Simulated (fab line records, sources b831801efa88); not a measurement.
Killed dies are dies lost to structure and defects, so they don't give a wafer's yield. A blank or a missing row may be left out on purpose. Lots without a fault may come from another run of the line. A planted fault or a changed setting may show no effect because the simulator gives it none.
fab line records | flow sky130 | part 1 of 2: steps 1 to 34 of 46
record lots=5 wafers=15 last_day=49
route steps=708 shown FIELD_ISO@18 NWELL@32 DNWELL@35 PWDE@45
lots that met no fault: from a run of the same line without faults
start_h: hours from the record's first day to the start of the lot's first wafer shown | wait_h: hours since the lot's step before | " the same as in the row above | L1.1+2: a row that stands for several wafers | - no value, or no start given | * or withheld: withheld | < > ~ a bound
route shown NAME@n: a module of which the file shows steps, and the number in the route of the first | usual: mean/standard deviation of fault-free wafers | same: alike in all rows | chamber/n: place in a boat | sites: the reading at each site | _std_site: their standard deviation | _edge_site: outer sites' mean less inner sites' | radius_mm: how far each site lies from the wafer's centre | mask NAME#n: copy n | behind: the tool/chamber that last shaped the wafer | hold: why the lot was held/for how many hours/how that ended | device: the transistor (n, p or np) that didn't switch | end of line: the same wafers' tests at the end of the route | a step without rows: its recipe alone | killed: dies lost to structure and defects at the first sort, not the wafer's yield | map: a wafer's dies, x killed, . not, _ none there
set.NAME: the setting as run; set.NAME@STEP: as run at that earlier step | model.NAME: the simulator's own value behind a step, which no gauge read
lots at some steps of the route; a table a step, a row a wafer
services: from which hour (start_h, from the record's first day; less than 0 if before it) a tool's chamber was out of use, for how many hours, and why
## steps
# step SKY_FIELD_ISO_ETCH_17
# recipe target_depth_a=3420 mask_material=Si3N4 chemistry=HBr/Cl2/O2 target=Si taper_deg=5 icp_w=600 bias_w=150 pressure_mtorr=15 HBr_flow_sccm=150 Cl2_flow_sccm=40 O2_flow_sccm=6 time_s=97.7
# usual HBr_flow_sccm=150.0/0.46 chamber_pressure_mTorr=15.000/0.014 drypump_motor_current_A=5.8/0.39 oes_product_au=1.001/0.011 throttle_valve_pct=25.657/0.011
# columns lot.wafer tool chamber start_h wait_h HBr_flow_sccm chamber_pressure_mTorr drypump_motor_current_A oes_product_au rf_hours_counter_h throttle_valve_pct
L075.1 rie_si-01 2 33.98 0.1 149.5 15.011 4.9 1.004 62 25.663
L075.4 " 1 " " 149.4 14.987 5.9 1.001 0 25.667
L075.5 " 0 " " 149.4 14.993 5.5 0.989 - 25.681
L080.2 rie_si-02 0 59.93 0.1 149.8 14.995 6.0 1.003 61 25.644
L080.4 " 3 " " 149.4 15.000 6.1 1.016 33 25.647
L080.5 " 0 " " 149.9 14.993 6.0 1.020 - 25.641
L084.2 rie_si-02 2 81.65 0.1 150.2 15.001 5.7 0.997 4 25.650
L084.3 " 3 " " 150.1 14.998 6.2 1.004 33 25.668
L084.6 " 2 " " 149.7 15.017 5.8 1.010 - 25.649
L087.2 rie_si-02 2 97.14 0.1 149.8 15.025 5.8 1.000 4 25.650
L087.3 " 3 " " 150.1 14.972 6.1 1.007 33 25.653
L087.6 " 1 " " 150.0 14.986 5.8 0.980 - 25.663
L090.3 rie_si-01 0 116.45 0.0 150.8 15.013 5.5 0.992 133 25.662
L090.4 " 1 " " 150.3 15.033 6.0 1.006 1 25.663
L090.6 " 2 " " 149.8 15.009 4.9 1.000 - 25.666
# step SKY_FIELD_ISO_WET_ETCH_18
# recipe chemistry=H3PO4 target_depth_nm=25 temp_c=160 target=Si3N4 time_s=286
# columns lot.wafer tool chamber start_h wait_h
L075.1+4+5 wet_bench-02 2 34.05 0.0
L080.2+4+5 wet_bench-02 2 60.00 0.0
L084.2+3+6 wet_bench-02 1 81.72 0.0
L087.2+3+6 wet_bench-02 0 97.21 0.0
L090.3+4+6 wet_bench-02 1 116.52 0.0
# step SKY_FIELD_ISO_CLEAN_19
# recipe chemistry=SC1/SC2 mix=1:4:20 temp_c=70 time_s=150
# columns lot.wafer tool chamber start_h wait_h
L075.1+4+5 wet_bench-03 0 34.14 0.0
L080.2+4+5 wet_bench-01 0 60.09 0.0
L084.2+3+6 wet_bench-03 1 81.81 0.0
L087.2+3+6 wet_bench-03 1 97.31 0.0
L090.3+4+6 wet_bench-01 1 116.61 0.0
# step SKY_FIELD_ISO_CLEAN_20
# recipe chemistry=dHF time_s=20 dilution=100:1
# columns lot.wafer tool chamber start_h wait_h
L075.1+4+5 wet_bench-01 0 34.19 0.0
L080.2+4+5 wet_bench-03 3 60.14 0.0
L084.2+3+6 wet_bench-02 3 81.86 0.0
L087.2+3+6 wet_bench-01 1 97.36 0.0
L090.3+4+6 wet_bench-03 0 116.67 0.0
# step SKY_FIELD_ISO_WET_ETCH_21
# recipe chemistry=dHF dilution=100:1 target_depth_nm=20 dry=ipa_marangoni target=SiO2 temp_c=25 time_s=400
# columns lot.wafer tool chamber start_h wait_h
L075.1+4+5 wet_bench-03 3 34.21 0.0
L080.2+4+5 wet_bench-02 2 60.16 0.0
L084.2+3+6 wet_bench-03 0 81.87 0.0
L087.2+3+6 wet_bench-02 0 97.37 0.0
L090.3+4+6 wet_bench-02 1 116.68 0.0
# step SKY_FIELD_ISO_OXIDATION_22
# recipe temp_c=950 ambient=O2 stabilise_s=600 purge_s=300 target_thk_a=100 ox_time_s=623
# usual spike_tc_bottom_C=968/3.2 zone_power_lower_pct=18.7/0.96
# columns lot.wafer tool chamber start_h wait_h spike_tc_bottom_C zone_power_lower_pct
L075.1 furnace-02 0 34.71 0.4 973 19.9
L075.4 " 0 " " 972 19.9
L075.5 " 0 " " 972 20.0
L080.2 furnace-02 0 60.67 0.4 971 19.9
L080.4 " 0 " " 970 19.7
L080.5 " 0 " " 974 19.9
L084.2 furnace-01 0 82.30 0.3 966 18.4
L084.3 " 0 " " 964 18.2
L084.6 " 0 " " 964 18.2
L087.2 furnace-01 0 98.70 1.2 966 18.1
L087.3 " 0 " " 966 17.9
L087.6 " 0 " " 965 17.9
L090.3 furnace-01 0 117.56 0.8 966 18.0
L090.4 " 0 " " 967 17.8
L090.6 " 0 " " 966 18.3
# step SKY_FIELD_ISO_THK_MEAS_23
# recipe reads=SiO2_of_FIELD_ISO_OXIDATION_22
# usual FIELD_ISO_OXIDATION_01_THK=10.06/0.18
# columns lot.wafer tool chamber start_h wait_h FIELD_ISO_OXIDATION_01_THK[nm]
L075.1 film_metro-01 - 35.88 0.0 10.14
L075.4 " - " " 9.96
L075.5 " - " " 10.08
L080.2 film_metro-02 - 61.85 0.0 10.06
L080.4 " - " " 9.95
L080.5 " - " " 10.04
L084.2 film_metro-02 - 83.48 0.0 10.08
L084.3 " - " " 9.94
L084.6 " - " " 10.01
L087.2 film_metro-02 - 99.89 0.0 9.90
L087.3 " - " " 10.10
L087.6 " - " " 10.07
L090.3 film_metro-03 - 118.75 0.0 10.07
L090.4 " - " " 10.09
L090.6 " - " " 9.80
# step SKY_FIELD_ISO_CVD_24
# recipe material=SiO2 target_thk_nm=595 temp_c=650 sigma_open_frac=0.3 time_s=99.2 sih4_flow_sccm=60 pressure_mtorr=6
# usual pressure_mtorr=5.999/0.011 sih4_flow_sccm=60.02/0.16
# columns lot.wafer tool chamber start_h wait_h pressure_mtorr sih4_flow_sccm
L075.1 hdpcvd-01 1 35.94 0.1 5.993 60.12
L075.4 " 0 " " 5.985 59.91
L075.5 " 1 " " 5.988 60.37
L080.2 hdpcvd-01 1 61.90 0.0 5.985 60.25
L080.4 " 1 " " 6.007 60.10
L080.5 " 2 " " 6.009 59.98
L084.2 hdpcvd-01 0 83.53 0.0 6.004 60.15
L084.3 " 2 " " 6.005 59.85
L084.6 " 1 " " 5.997 60.13
L087.2 hdpcvd-01 0 99.94 0.0 6.000 60.07
L087.3 " 1 " " 6.004 60.08
L087.6 " 1 " " 6.018 60.18
L090.3 hdpcvd-02 0 118.79 0.0 6.003 59.91
L090.4 " 2 " " 6.008 59.85
L090.6 " 1 " " 6.004 59.70
# step SKY_FIELD_ISO_THK_MEAS_25
# recipe reads=SiO2_of_FIELD_ISO_CVD_24
# usual FIELD_ISO_CVD_24_THK=596/6.5
# columns lot.wafer tool chamber start_h wait_h FIELD_ISO_CVD_24_THK[nm]
L075.1 film_metro-02 - 36.01 0.0 603
L075.4 " - " " 598
L075.5 " - " " 603
L080.2 film_metro-01 - 61.99 0.0 594
L080.4 " - " " 594
L080.5 " - " " 593
L084.2 film_metro-02 - 83.61 0.0 594
L084.3 " - " " 600
L084.6 " - " " 593
L087.2 film_metro-02 - 100.02 0.0 594
L087.3 " - " " 592
L087.6 " - " " 597
L090.3 film_metro-01 - 118.88 0.1 599
L090.4 " - " " 608
L090.6 " - " " 591
# step SKY_FIELD_ISO_ANNEAL_26
# recipe temp_c=1000 time_s=1800 ambient=N2
# usual spike_tc_bottom_C=1020.4/2.9 zone_power_lower_pct=21.8/0.96
# columns lot.wafer tool chamber start_h wait_h spike_tc_bottom_C zone_power_lower_pct
L075.1 furnace-02 0 37.42 1.4 1021.0 22.3
L075.4 " 0 " " 1024.7 22.4
L075.5 " 0 " " 1021.5 22.5
L080.2 furnace-01 0 62.04 0.0 1014.8 20.2
L080.4 " 0 " " 1015.2 20.2
L080.5 " 0 " " 1015.7 20.1
L084.2 furnace-02 0 84.32 0.7 1022.7 22.3
L084.3 " 0 " " 1021.2 22.4
L084.6 " 0 " " 1021.8 22.2
L087.2 furnace-02 0 101.85 1.8 1021.1 21.9
L087.3 " 0 " " 1020.6 22.4
L087.6 " 0 " " 1022.9 22.0
L090.3 furnace-02 0 118.92 0.0 1022.3 22.3
L090.4 " 0 " " 1021.4 22.4
L090.6 " 0 " " 1024.1 22.3
# step SKY_FIELD_ISO_CMP_27
# recipe stop_on=Si3N4 t_overpolish_s=16 down_force_psi=4 platen_rpm=60 target_thk_nm=457.8 pad_velocity_m_s=0.94248
# usual motor_current_A=11.5/1.2 overpolish_run_s=16.000/0.0094 time_to_endpoint_s=111/5.6
# columns lot.wafer tool chamber start_h wait_h motor_current_A overpolish_run_s time_to_endpoint_s
L075.4 cmp-01 2 38.92 0.0 12.9 15.981 111
L075.1 " 1 " " 11.0 15.998 111
L075.5 " 3 " " 11.8 15.999 111
L080.4 cmp-02 2 63.73 0.2 10.5 16.007 117
L080.2 " 3 " " 10.1 15.993 119
L080.5 " 1 " " 11.1 15.997 119
L084.2 cmp-02 1 85.92 0.1 11.5 15.979 109
L084.3 " 2 " " 10.6 15.996 111
L084.6 " 3 " " 10.0 16.008 111
L087.2 cmp-01 1 103.40 0.1 11.5 15.992 113
L087.3 " 2 " " 13.5 15.990 112
L087.6 " 1 " " 11.3 15.993 115
L090.4 cmp-02 3 120.42 0.0 9.9 15.981 116
L090.3 " 2 " " 11.3 16.012 114
L090.6 " 3 " " 10.6 16.006 115
# step SKY_FIELD_ISO_WET_ETCH_28
# recipe chemistry=dHF target_depth_nm=23.7 target=SiO2 dilution=10:1 temp_c=25 time_s=47
# columns lot.wafer tool chamber start_h wait_h
L075.1+4+5 wet_bench-02 2 39.22 0.1
L080.2+4+5 wet_bench-03 1 63.98 0.1
L084.2+3+6 wet_bench-03 1 86.12 0.1
L087.2+3+6 wet_bench-01 3 103.65 0.2
L090.3+4+6 wet_bench-01 2 120.72 0.1
# step SKY_FIELD_ISO_WET_ETCH_29
# recipe chemistry=H3PO4 target_depth_nm=160 target=Si3N4 temp_c=160 time_s=1825
# columns lot.wafer tool chamber start_h wait_h
L075.1+4+5 wet_bench-01 3 39.24 0.0
L080.2+4+5 wet_bench-01 0 64.00 0.0
L084.2+3+6 wet_bench-01 2 86.14 0.0
L087.2+3+6 wet_bench-01 2 103.67 0.0
L090.3+4+6 wet_bench-03 2 120.75 0.0
# step SKY_FIELD_ISO_WET_ETCH_30
# recipe chemistry=dHF target_depth_nm=25 target=SiO2 dilution=10:1 temp_c=25 time_s=50
# columns lot.wafer tool chamber start_h wait_h
L075.1+4+5 wet_bench-03 3 39.75 0.0
L080.2+4+5 wet_bench-02 3 64.52 0.0
L084.2+3+6 wet_bench-03 1 86.66 0.0
L087.2+3+6 wet_bench-02 2 104.23 0.0
L090.3+4+6 wet_bench-02 2 121.26 0.0
# step SKY_NWELL_CLEAN_00
# recipe chemistry=SC1/SC2 mix=1:4:20 temp_c=70 time_s=150 dry=n2_spin
# columns lot.wafer tool chamber start_h wait_h
L075.1+4+5 wet_bench-02 3 39.77 0.0
L080.2+4+5 wet_bench-02 2 64.54 0.0
L084.2+3+6 wet_bench-02 3 86.68 0.0
L087.2+3+6 wet_bench-03 3 104.25 0.0
L090.3+4+6 wet_bench-01 0 121.28 0.0
# step SKY_NWELL_OXIDATION_01
# recipe temp_c=900 ambient=O2 stabilise_s=600 purge_s=300 target_thk_a=100 ox_time_s=1418
# usual spike_tc_bottom_C=920/3.3 zone_power_lower_pct=16.9/0.83
# columns lot.wafer tool chamber start_h wait_h spike_tc_bottom_C zone_power_lower_pct
L075.1 furnace-02 0 40.32 0.5 924 17.4
L075.4 " 0 " " 923 17.9
L075.5 " 0 " " 922 17.8
L080.2 furnace-01 0 64.59 0.0 915 16.0
L080.4 " 0 " " 918 15.8
L080.5 " 0 " " 916 16.0
L084.2 furnace-02 0 87.33 0.6 922 17.6
L084.3 " 0 " " 923 17.4
L084.6 " 0 " " 923 17.7
L087.2 furnace-02 0 106.63 2.3 925 17.6
L087.3 " 0 " " 922 17.8
L087.6 " 0 " " 922 17.7
L090.3 furnace-02 0 121.92 0.6 923 17.1
L090.4 " 0 " " 923 17.3
L090.6 " 0 " " 924 17.5
# step SKY_NWELL_THK_MEAS_02
# recipe reads=SiO2_of_NWELL_OXIDATION_01
# usual NWELL_OXIDATION_THK=10.00/0.14
# columns lot.wafer tool chamber start_h wait_h NWELL_OXIDATION_THK[nm]
L075.1 film_metro-03 - 41.72 0.0 10.09
L075.4 " - " " 10.12
L075.5 " - " " 9.99
L080.2 film_metro-03 - 66.00 0.0 9.89
L080.4 " - " " 9.65
L080.5 " - " " 9.99
L084.2 film_metro-02 - 88.74 0.0 10.18
L084.3 " - " " 10.22
L084.6 " - " " 10.19
L087.2 film_metro-04 - 108.04 0.0 10.04
L087.3 " - " " 10.06
L087.6 " - " " 9.99
L090.3 film_metro-04 - 123.34 0.0 9.88
L090.4 " - " " 10.11
L090.6 " - " " 9.74
# step SKY_DNWELL_DEHYDRATE_00
# recipe temp_c=200 time_s=60
# columns lot.wafer tool chamber start_h wait_h
L075.1+4+5 litho_track-01 0 49.08 7.3
L080.2+4+5 litho_track-02 0 73.80 7.8
L084.2+3+6 litho_track-03 0 96.74 8.0
L087.2+3+6 litho_track-01 0 117.15 9.1
L090.3+4+6 litho_track-01 0 132.78 9.4
# step SKY_DNWELL_HMDS_01
# recipe prime_time_s=60 prime_temp_c=120
# columns lot.wafer tool chamber start_h wait_h
L075.1+4+5 litho_track-01 0 49.23 0.1
L080.2+4+5 litho_track-02 0 73.95 0.1
L084.2+3+6 litho_track-03 0 96.89 0.1
L087.2+3+6 litho_track-01 0 117.30 0.1
L090.3+4+6 litho_track-01 0 132.93 0.1
# step SKY_DNWELL_COAT_02
# recipe spin_rpm=2000 resist_thk_nm=3000
# columns lot.wafer tool chamber start_h wait_h
L075.1+4+5 litho_track-01 0 49.38 0.1
L080.2+4+5 litho_track-02 0 74.10 0.1
L084.2+3+6 litho_track-03 0 97.04 0.1
L087.2+3+6 litho_track-01 0 117.45 0.1
L090.3+4+6 litho_track-01 0 133.08 0.1
# step SKY_DNWELL_SOFTBAKE_03
# recipe temp_c=110 time_s=withheld
# columns lot.wafer tool chamber start_h wait_h
L075.1+4+5 litho_track-01 0 49.53 0.1
L080.2+4+5 litho_track-02 0 74.26 0.1
L084.2+3+6 litho_track-03 0 97.20 0.1
L087.2+3+6 litho_track-01 0 117.61 0.1
L090.3+4+6 litho_track-01 0 133.24 0.1
# step SKY_DNWELL_EXPOSE_04
# recipe mask_id=DNM na=0.57 target_cd_nm=3000 dose_mj=216.9
# columns lot.wafer tool chamber start_h wait_h mask
L075.1+4+5 iline_stepper-02 0 - - DNM#0
L080.2+4+5 iline_stepper-02 0 - - DNM#0
L084.2+3+6 iline_stepper-01 0 - - DNM#0
L087.2+3+6 iline_stepper-02 0 - - DNM#0
L090.3+4+6 iline_stepper-01 0 - - DNM#0
# step SKY_DNWELL_PEB_05
# recipe temp_c=115 time_s=withheld
# columns lot.wafer tool chamber start_h wait_h
L075.1+4+5 litho_track-03 0 - -
L080.2+4+5 litho_track-02 0 - -
L084.2+3+6 litho_track-01 0 - -
L087.2+3+6 litho_track-02 0 - -
L090.3+4+6 litho_track-02 0 - -
# step SKY_DNWELL_DEVELOP_06
# recipe wall_angle_deg=90 developer=TMAH develop_time_s=60 dev_temp_c=23
# columns lot.wafer tool chamber start_h wait_h
L075.1+4+5 litho_track-03 0 - -
L080.2+4+5 litho_track-02 0 - -
L084.2+3+6 litho_track-01 0 - -
L087.2+3+6 litho_track-02 0 - -
L090.3+4+6 litho_track-02 0 - -
# step SKY_DNWELL_IMPLANT_07
# recipe species=P energy_kev=withheld dose_cm2=withheld tilt_deg=withheld
# same implant_ion_amu=*
# columns lot.wafer tool chamber start_h wait_h
L075.1+4+5 implanter-01 0 57.46 -
L080.2+4+5 implanter-04 0 82.60 -
L084.2+3+6 implanter-01 0 106.20 -
L087.2+3+6 implanter-04 0 126.95 -
L090.3+4+6 implanter-02 0 143.17 -
# step SKY_DNWELL_STRIP_08
# recipe chemistry=O2/N2 power_w=1400 pressure_mtorr=1500 platen_temp_c=withheld o2_flow_sccm=3000 n2_flow_sccm=300 overash_fraction=0.5
# usual chamber_pressure_mTorr=1499.9/1.4 drypump_motor_current_A=5.8/0.45 oes_product_au=0.722/0.0043 strip_time_to_endpoint_s=36.97/0.099
# columns lot.wafer tool chamber start_h wait_h chamber_pressure_mTorr drypump_motor_current_A oes_product_au rf_hours_counter_h strip_time_to_endpoint_s
L075.1 plasma_asher-01 0 57.61 0.1 1499.0 5.2 0.720 38 36.91
L075.4 " 1 " " 1501.9 5.2 0.724 - 36.89
L075.5 " 0 " " 1499.4 5.2 0.719 - 36.90
L080.2 plasma_asher-03 0 82.72 0.1 1497.8 5.9 0.723 40 37.10
L080.4 " 0 " " 1500.0 5.9 0.727 - 37.07
L080.5 " 0 " " 1498.4 5.9 0.729 - 37.06
L084.2 plasma_asher-04 0 106.33 0.1 1501.7 6.0 0.724 39 36.94
L084.3 " 0 " " 1500.2 6.0 0.717 - 37.10
L084.6 " 0 " " 1501.0 6.1 0.728 - 36.95
L087.2 plasma_asher-03 1 127.07 0.1 1500.1 6.5 0.729 1 37.08
L087.3 " 1 " " 1501.0 6.5 0.724 - 37.07
L087.6 " 0 " " 1498.1 5.9 0.723 - 37.01
L090.3 plasma_asher-04 0 143.31 0.1 1498.7 6.0 0.716 - 36.90
L090.4 " 1 " " 1501.3 6.0 0.722 - 36.88
L090.6 " 1 " " 1499.4 6.1 0.720 - 36.89
# step SKY_DNWELL_TW_MEAS_09
# usual DNWELL_TW=1118/8.2
# columns lot.wafer tool chamber start_h wait_h DNWELL_TW
L075.1 film_metro-03 - 57.71 0.1 1124
L075.4 " - " " 1121
L075.5 " - " " 1121
L080.2 film_metro-04 - 82.83 0.1 1128
L080.4 " - " " 1125
L080.5 " - " " 1126
L084.2 film_metro-02 - 106.44 0.1 1108
L084.3 " - " " 1109
L084.6 " - " " 1111
L087.2 film_metro-03 - 127.20 0.1 1122
L087.3 " - " " 1124
L087.6 " - " " 1120
L090.3 film_metro-03 - 143.39 0.1 1116
L090.4 " - " " 1116
L090.6 " - " " 1117
# step SKY_PWDE_DEHYDRATE_00
# recipe temp_c=200 time_s=60
# columns lot.wafer tool chamber start_h wait_h
L075.1+4+5 litho_track-01 0 65.68 8.0
L080.2+4+5 litho_track-03 0 90.44 7.6
L084.2+3+6 litho_track-01 0 114.75 8.3
L087.2+3+6 litho_track-04 0 136.26 9.0
L090.3+4+6 litho_track-03 0 152.66 9.3
# step SKY_PWDE_HMDS_01
# recipe prime_time_s=60 prime_temp_c=120
# columns lot.wafer tool chamber start_h wait_h
L075.1+4+5 litho_track-01 0 65.83 0.1
L080.2+4+5 litho_track-03 0 90.59 0.1
L084.2+3+6 litho_track-01 0 114.90 0.1
L087.2+3+6 litho_track-04 0 136.41 0.1
L090.3+4+6 litho_track-03 0 152.81 0.1
# step SKY_PWDE_COAT_02
# recipe spin_rpm=2000 resist_thk_nm=3000
# columns lot.wafer tool chamber start_h wait_h
L075.1+4+5 litho_track-01 0 65.98 0.1
L080.2+4+5 litho_track-03 0 90.74 0.1
L084.2+3+6 litho_track-01 0 115.05 0.1
L087.2+3+6 litho_track-04 0 136.56 0.1
L090.3+4+6 litho_track-03 0 152.96 0.1
# step SKY_PWDE_SOFTBAKE_03
# recipe temp_c=110 time_s=withheld
# columns lot.wafer tool chamber start_h wait_h
L075.1+4+5 litho_track-01 0 66.13 0.1
L080.2+4+5 litho_track-03 0 90.90 0.1
L084.2+3+6 litho_track-01 0 115.21 0.1
L087.2+3+6 litho_track-04 0 136.71 0.1
L090.3+4+6 litho_track-03 0 153.13 0.1
# step SKY_PWDE_EXPOSE_04
# recipe mask_id=PWDEM na=0.6 source_shape=conventional sigma_outer=0.6 polarization=unpolarized target_cd_nm=840 dose_mj=214
# same sigma_outer=0.6
# columns lot.wafer tool chamber start_h wait_h mask
L075.1+4+5 iline_stepper-02 0 - - PWDEM#0
L080.2+4+5 iline_stepper-02 0 - - PWDEM#0
L084.2+3+6 iline_stepper-01 0 - - PWDEM#0
L087.2+3+6 iline_stepper-02 0 - - PWDEM#0
L090.3+4+6 iline_stepper-01 0 - - PWDEM#0
# step SKY_PWDE_PEB_05
# recipe temp_c=115 time_s=withheld
# columns lot.wafer tool chamber start_h wait_h
L075.1+4+5 litho_track-03 0 - -
L080.2+4+5 litho_track-03 0 - -
L084.2+3+6 litho_track-04 0 - -
L087.2+3+6 litho_track-01 0 - -
L090.3+4+6 litho_track-01 0 - -
# step SKY_PWDE_DEVELOP_06
# recipe wall_angle_deg=90 developer=TMAH develop_time_s=60 dev_temp_c=23
# columns lot.wafer tool chamber start_h wait_h
L075.1+4+5 litho_track-03 0 - -
L080.2+4+5 litho_track-03 0 - -
L084.2+3+6 litho_track-04 0 - -
L087.2+3+6 litho_track-01 0 - -
L090.3+4+6 litho_track-01 0 - -
